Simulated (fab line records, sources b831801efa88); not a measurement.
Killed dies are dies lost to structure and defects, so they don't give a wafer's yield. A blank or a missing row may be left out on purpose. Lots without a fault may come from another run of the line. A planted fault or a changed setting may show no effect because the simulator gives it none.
A struck lot beside a sound one | flow sky130 | 43 steps out of a route of 708
Sound: wafers L185.1, L185.2, L185.5. Struck: wafer L195.5. (L195.1, L195.3 of the same lot were not struck and are left out.) The cause comes at the end.
At each step with rows: each side's tool, then ch and its chambers, then its first start. Under that, the readings that differ: sound wafers | struck wafers | difference of the means | sigmas: that difference in standard deviations of wafers without a fault.
alike: readings whose means differ by less than 2 such deviations, and words and numbers that are the same on both sides. not compared: withheld readings, readings that some wafer has no value for, bounds like >300 that may hide the same value, and numbers for which the record gives no deviation and whose values overlap.
The two part at a step that has a row with sigmas, a row that says differs or no value, or rows on one side only. Numbers that don't overlap but have no deviation are shown without sigmas and don't part them. A reading that every wafer of one side lacks parts them only if that side has two wafers or more.

first, 2 steps without rows for these wafers: SKY_VIA4_PEB_09; SKY_VIA4_DEVELOP_10 (develop time 60 s).
SKY_VIA4_OVL_MEAS_11:
  sound on overlay-02, day 42 14:51; struck on overlay-01, day 45 17:27
  alike: VIA4_OVL
SKY_VIA4_ETCH_12: etches SiO2 in C4F8/O2/Ar, stops on TiN, target depth 580 nm.
  sound on rie_diel-04 ch 0,1,2, day 42 14:53; struck on rie_diel-03 ch 1, day 45 17:29
  alike: oes_product_au
then, 4 steps without rows for these wafers: SKY_VIA4_STRIP_13 (strips in O2/N2); SKY_VIA4_STRIP_14 (strips in post etch residue remover, time 1200 s); SKY_VIA4_CLEAN_15 (cleans in IPA, time 180 s); SKY_VIA4_CLEAN_16 (cleans in O3/DIW).
SKY_VIA4_SPUTTER_17: material TiN, target thk 20 nm, time 80 s.
  sound on pvd_sputter-01, day 42 15:35; struck on pvd_sputter-02, day 45 18:09
  alike: throttle_valve_pct
then, 1 step without rows for these wafers: SKY_VIA4_CVD_18 (deposits W, target thk 505 nm, time 152.14 s).
SKY_VIA4_RS_MEAS_19: measures by four-point-probe.
  sound on film_metro-02, day 42 15:47; struck on film_metro-01, day 45 18:22
  alike: VIA4_W_RS
SKY_VIA4_THK_MEAS_20: measures by xrf.
  sound on film_metro-02, day 42 15:55; struck on film_metro-01, day 45 18:29
  alike: VIA4_W_THK
SKY_VIA4_CMP_21: polishes, stops on SiO2, t overpolish 25 s, target thk 0 nm.
  sound on cmp-02 ch 0,2, day 42 16:01; struck on cmp-01 ch 0, day 45 18:36
  alike: motor_current_A, overpolish_run_s, time_to_endpoint_s
then, 5 steps without rows for these wafers: SKY_METAL5_SPUTTER_00 (material Ti, target thk 15 nm, time 10 s); SKY_METAL5_SPUTTER_01 (material TiN, target thk 20 nm, time 16.7 s); SKY_METAL5_SPUTTER_02 (material AlCu, target thk 1150 nm, time 61.2 s); SKY_METAL5_SPUTTER_03 (material Ti, target thk 5 nm, time 3.3 s); SKY_METAL5_SPUTTER_04 (material TiN, target thk 70 nm, time 58.3 s).
SKY_METAL5_RS_MEAS_05: measures by four-point-probe.
  sound on film_metro-04, day 42 16:26; struck on film_metro-01, day 45 19:01
  alike: METAL5_ALCU_RS
SKY_METAL5_THK_MEAS_06: measures by xrf.
  sound on film_metro-04, day 42 16:34; struck on film_metro-01, day 45 19:08
  alike: METAL5_ALCU_THK
then, 9 steps without rows for these wafers: SKY_METAL5_DEHYDRATE_07 (time 60 s); SKY_METAL5_HMDS_08 (prime time 60 s); SKY_METAL5_COAT_09 (resist thk 1800 nm); SKY_METAL5_SOFTBAKE_10 (time 60 s); SKY_METAL5_EXPOSE_11 (exposes mask MM5, target cd 1600 nm); SKY_METAL5_PEB_12; SKY_METAL5_DEVELOP_13 (develop time 60 s); SKY_METAL5_DESCUM_14 (chemistry O2, time 11 s); SKY_METAL5_METAL_ETCH_15 (etches the open film in Cl2/BCl3, stops on SiO2, target depth 1260 nm, time 252 s).
SKY_METAL5_STRIP_16: strips in O2/N2.
  sound on plasma_asher-01 ch 0,1, day 43 15:45; struck on plasma_asher-01 ch 1, day 46 15:34
  alike: drypump_motor_current_A, oes_product_au, strip_time_to_endpoint_s
  not compared: rf_hours_counter_h
then, 3 steps without rows for these wafers: SKY_METAL5_STRIP_17 (strips in post etch residue remover, time 1200 s); SKY_METAL5_CLEAN_18 (cleans in IPA, time 180 s); SKY_METAL5_CLEAN_19 (cleans in O3/DIW).
SKY_PASSIVATION_CVD_00: deposits SiO2, target thk 90 nm.
  sound on pecvd-03 ch 0,1, day 43 16:25; struck on pecvd-04 ch 1, day 46 16:10
  alike: heater_power_w
SKY_PASSIVATION_THK_MEAS_01:
  sound on film_metro-02, day 43 16:26; struck on film_metro-03, day 46 16:11
  alike: PASSIVATION_CVD_00_THK
SKY_PASSIVATION_CVD_02: deposits Si3N4, target thk 540 nm.
  sound on pecvd-01 ch 0,2, day 43 16:30; struck on pecvd-03 ch 1, day 46 16:14
  alike: heater_power_w
SKY_PASSIVATION_THK_MEAS_03:
  sound on film_metro-02, day 43 16:43; struck on film_metro-04, day 46 16:28
  alike: PASSIVATION_CVD_02_THK
then, 5 steps without rows for these wafers: SKY_PASSIVATION_DEHYDRATE_04 (time 60 s); SKY_PASSIVATION_HMDS_05 (prime time 60 s); SKY_PASSIVATION_COAT_06 (resist thk 3000 nm); SKY_PASSIVATION_SOFTBAKE_07; SKY_PASSIVATION_EXPOSE_08 (exposes mask NSM, target cd 3000 nm).
SKY_PAD_OPEN_PROBE_99:
  sound on prober-02, day 45 14:58; struck on prober-02, day 48 09:37
  reading                               | sound              | struck | difference | sigmas
  defect_limited_yield (%)              | 84.3 81.3 79.5     | 30.7   | -51.0      | -27
  killed_at_M4_up                       | 2 2 8              | 285    | +281       | +99 or more
  killed_at_contacts                    | 26 34 27           | 14     | -15        | -3
  killed_at_other                       | 2 0 3              | 0      | -2         | -3
  killed_dies                           | 77 92 101          | 341    | +251       | +26
  killed_on_rim                         | 17 25 32           | 69     | +44        | +12
  killed_short                          | 41 35 53           | 22     | -21        | -3
  sort_bin_3_pad_short (%)              | 0.4 0.8 2.0        | 5.5    | +4.4       | +9
  sort_bin_5_function (%)               | 9.6 10.0 12.2      | 46.5   | +35.9      | +26
  sort_bin_6_memory (%)                 | 5.7 7.9 6.3        | 17.3   | +10.7      | +10
  sort_n_pass                           | 415 400 391        | 151    | -251       | -26
  sort_yield_pct (%)                    | 84.3 81.3 79.5     | 30.7   | -51.0      | -27
  model.etest.tester.sort_n_pass        | 415 400 391        | 151    | -251       |
  model.etest.tester.sort_yield_pct (%) | 84.35 81.3 79.47   | 30.69  | -51.02     |
  model.etest.tester.sort_bin_5_pct (%) | 9.553 9.959 12.2   | 46.54  | +35.97     |
  model.etest.tester.sort_bin_6_pct (%) | 5.691 7.927 6.301  | 17.28  | +10.64     |
  model.etest.tester.sort_bin_3_pct (%) | 0.4065 0.813 2.033 | 5.488  | +4.404     |
  alike: killed_at_M0_to_M3, killed_at_front_end, killed_open

WHERE THEY PART
Only at SKY_PAD_OPEN_PROBE_99, within this record.

WHY: what the simulator had put in
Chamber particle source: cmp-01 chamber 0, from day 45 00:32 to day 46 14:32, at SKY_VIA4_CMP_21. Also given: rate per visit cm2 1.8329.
